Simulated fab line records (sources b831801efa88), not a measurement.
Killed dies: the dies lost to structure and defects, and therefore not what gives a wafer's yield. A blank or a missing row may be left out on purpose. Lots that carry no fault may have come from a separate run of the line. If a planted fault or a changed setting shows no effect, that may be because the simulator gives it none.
Which tool was responsible? | flow gf180mcu | Sampling: 13 lots, 39 wafers, 5 of 602 route steps

== WHAT THE GAUGES READ, wafer by wafer ==
GF_SALICIDE_RS_MEAS_04: measurement is done with a four-point probe. Usual: for SALICIDE_TIN_RS the level is 16.27 ohm/sq and the standard deviation is 0.25.
lot  | measured     | on            | SALICIDE_TIN_RS (ohm/sq)      | flag
L852 | day 15 01:22 | film-metro-04 | 16.15 15.91 15.98             |
L853 | day 15 06:37 | film-metro-01 | 16.10 15.99 15.97             |
L854 | day 15 20:39 | film-metro-01 | 8.47 8.39 8.57 8.47 8.42 8.57 | OFF
L855 | day 16 06:05 | film-metro-01 | 16.15 15.95 16.12             |
L861 | day 18 11:04 | film-metro-01 | 8.29 8.37 8.47 8.30 8.37 8.44 | OFF
L863 | day 19 05:25 | film-metro-04 | 16.32 16.27 16.48             |
L867 | day 20 14:38 | film-metro-01 | 16.18 16.31 16.08             |
L868 | day 20 23:19 | film-metro-04 | 16.61 16.73 16.62             |
L869 | day 21 06:10 | film-metro-02 | 16.49 16.37 16.65             |
L870 | day 21 13:16 | film-metro-01 | 16.23 15.90 16.19             |
L871 | day 21 20:25 | film-metro-01 | 15.76 16.05 16.10             |
L872 | day 22 06:29 | film-metro-02 | 16.64 16.59 16.24             |
L874 | day 23 00:31 | film-metro-04 | 16.07 16.09 16.52             |

GF_CONTACT_THK_MEAS_01. Usual: for CONTACT_CVD_00_THK the level is 300.6 nm and the standard deviation is 2.8.
lot  | measured     | on            | CONTACT_CVD_00_THK (nm) | flag
L852 | day 15 01:53 | film-metro-03 | 301.5 295.8 298.3       |
L853 | day 15 07:08 | film-metro-02 | 304.9 299.6 304.2       |
L854 | day 15 23:16 | film-metro-02 | 296.0 295.0 298.1       |
L855 | day 16 06:40 | film-metro-04 | 300.4 299.7 302.8       |
L861 | day 18 16:22 | film-metro-04 | 298.6 299.4 299.3       |
L863 | day 19 05:55 | film-metro-02 | 299.1 301.6 301.2       |
L867 | day 20 15:09 | film-metro-04 | 298.7 299.2 297.1       |
L868 | day 20 23:49 | film-metro-04 | 300.6 298.8 295.9       |
L869 | day 21 06:46 | film-metro-02 | 304.0 303.1 301.8       |
L870 | day 21 13:46 | film-metro-02 | 304.1 306.3 305.1       |
L871 | day 21 20:55 | film-metro-03 | 300.7 301.6 301.1       |
L872 | day 22 06:59 | film-metro-04 | 298.6 297.0 299.3       |
L874 | day 23 01:01 | film-metro-04 | 300.0 298.6 303.4       |

== TOOL THAT RAN EACH LOT (tool first, then ch and the chambers of the sampled wafers, then the start) ==
lot  | GF_SALICIDE_SPUTTER_02       | GF_SALICIDE_RTA_06               | GF_SALICIDE_RTA_08
L852 | pvd-sputter-04, day 15 01:19 | rtp-anneal-01 ch 0, day 15 01:33 | rtp-anneal-02 ch 0, day 15 01:44
L853 | pvd-sputter-04, day 15 06:34 | rtp-anneal-01 ch 0, day 15 06:47 | rtp-anneal-02 ch 0, day 15 06:59
L854 | pvd-sputter-02, day 15 20:24 | rtp-anneal-01 ch 0, day 15 22:53 | rtp-anneal-02 ch 0, day 15 23:05
L855 | pvd-sputter-02, day 16 06:00 | rtp-anneal-01 ch 0, day 16 06:15 | rtp-anneal-02 ch 0, day 16 06:27
L861 | pvd-sputter-04, day 18 10:40 | rtp-anneal-01 ch 0, day 18 16:02 | rtp-anneal-02 ch 0, day 18 16:14
L863 | pvd-sputter-01, day 19 05:20 | rtp-anneal-01 ch 0, day 19 05:35 | rtp-anneal-02 ch 0, day 19 05:47
L867 | pvd-sputter-01, day 20 14:35 | rtp-anneal-02 ch 0, day 20 14:49 | rtp-anneal-01 ch 0, day 20 15:00
L868 | pvd-sputter-01, day 20 23:15 | rtp-anneal-01 ch 0, day 20 23:29 | rtp-anneal-02 ch 0, day 20 23:41
L869 | pvd-sputter-01, day 21 06:06 | rtp-anneal-02 ch 0, day 21 06:21 | rtp-anneal-01 ch 0, day 21 06:38
L870 | pvd-sputter-01, day 21 13:11 | rtp-anneal-02 ch 0, day 21 13:26 | rtp-anneal-01 ch 0, day 21 13:38
L871 | pvd-sputter-04, day 21 20:20 | rtp-anneal-02 ch 0, day 21 20:35 | rtp-anneal-02 ch 0, day 21 20:47
L872 | pvd-sputter-02, day 22 06:23 | rtp-anneal-02 ch 0, day 22 06:40 | rtp-anneal-01 ch 0, day 22 06:52
L874 | pvd-sputter-02, day 23 00:26 | rtp-anneal-01 ch 0, day 23 00:41 | rtp-anneal-02 ch 0, day 23 00:52
- GF_SALICIDE_SPUTTER_02: material Co, target thk 10 nm, time 20 s.
- GF_SALICIDE_RTA_06: time 30 s.
- GF_SALICIDE_RTA_08: time 30 s.

== WHAT THE TOOLS THEMSELVES READ (means of the sampled wafers that have a number; where no wafer has one, the mark that the record gives instead) ==
GF_SALICIDE_SPUTTER_02. Usual: throttle-valve-pct at 29.7 %, with a standard deviation of 0.91.
lot  | tool           | throttle-valve-pct (%) | flag
L852 | pvd-sputter-04 | 29.9                   |
L853 | pvd-sputter-04 | 30.0                   |
L854 | pvd-sputter-02 | 28.9                   |
L855 | pvd-sputter-02 | 29.3                   |
L861 | pvd-sputter-04 | 30.6                   |
L863 | pvd-sputter-01 | 29.3                   |
L867 | pvd-sputter-01 | 29.9                   |
L868 | pvd-sputter-01 | 29.8                   |
L869 | pvd-sputter-01 | 29.3                   |
L870 | pvd-sputter-01 | 29.3                   |
L871 | pvd-sputter-04 | 30.0                   |
L872 | pvd-sputter-02 | 29.2                   |
L874 | pvd-sputter-02 | 29.3                   |

GF_SALICIDE_RTA_06. Usual: lamp-power-pct 5.66 %, standard deviation 0.16; wafer_temp_C_max 533.1, standard deviation 0.52.
lot  | tool          | lamp-power-pct (%) | wafer_temp_C_max | flag
L852 | rtp-anneal-01 | 5.79               | 533.0            |
L853 | rtp-anneal-01 | 5.80               | 533.4            |
L854 | rtp-anneal-01 | 5.80               | 533.0            |
L855 | rtp-anneal-01 | 5.80               | 532.9            |
L861 | rtp-anneal-01 | 5.80               | 533.2            |
L863 | rtp-anneal-01 | 5.80               | 533.1            |
L867 | rtp-anneal-02 | 5.47               | 533.1            |
L868 | rtp-anneal-01 | 5.80               | 533.7            |
L869 | rtp-anneal-02 | 5.47               | 533.5            |
L870 | rtp-anneal-02 | 5.47               | 533.1            |
L871 | rtp-anneal-02 | 5.47               | 532.9            |
L872 | rtp-anneal-02 | 5.48               | 533.1            |
L874 | rtp-anneal-01 | 5.81               | 533.5            |

GF_SALICIDE_RTA_08. Usual: lamp-power-pct 15.5 %, standard deviation 0.43; wafer_temp_C_max 804.7, standard deviation 0.92.
lot  | tool          | lamp-power-pct (%) | wafer_temp_C_max | flag
L852 | rtp-anneal-02 | 15.2               | 804.8            |
L853 | rtp-anneal-02 | 15.2               | 804.3            |
L854 | rtp-anneal-02 | 15.2               | 804.8            |
L855 | rtp-anneal-02 | 15.2               | 804.4            |
L861 | rtp-anneal-02 | 15.2               | 804.6            |
L863 | rtp-anneal-02 | 15.2               | 803.9            |
L867 | rtp-anneal-01 | 16.1               | 804.2            |
L868 | rtp-anneal-02 | 15.2               | 804.7            |
L869 | rtp-anneal-01 | 16.1               | 803.7            |
L870 | rtp-anneal-01 | 16.1               | 804.4            |
L871 | rtp-anneal-02 | 15.2               | 804.8            |
L872 | rtp-anneal-01 | 16.1               | 804.8            |
L874 | rtp-anneal-02 | 15.2               | 805.4            |

== THE ANSWER, worked out from the rows above alone ==
Rule: a lot is off if the mean of its wafers that have a number lies more than 3 standard deviations from the usual mean. A lot without any number at a reading at which 4 lots or more have one is off too. The other lots that the step has rows for count as sound. Order of review: gauges by route order, followed by the tools' own readings, for which a lot's mean as printed above is used. At the first step where some lot is off, the reading lying furthest off is the one used; lots without a number count as furthest.
Off: L854, L861, seen at GF_SALICIDE_RS_MEAS_04 (SALICIDE_TIN_RS).
A tool fits if, at a process step before that reading, it ran every lot that is off, and no sound lot after the first of them. The gauges at GF_SALICIDE_RS_MEAS_04 are tried like those tools. Not one of the candidates tried fits.

== WHAT THE SIMULATOR PUT IN ==
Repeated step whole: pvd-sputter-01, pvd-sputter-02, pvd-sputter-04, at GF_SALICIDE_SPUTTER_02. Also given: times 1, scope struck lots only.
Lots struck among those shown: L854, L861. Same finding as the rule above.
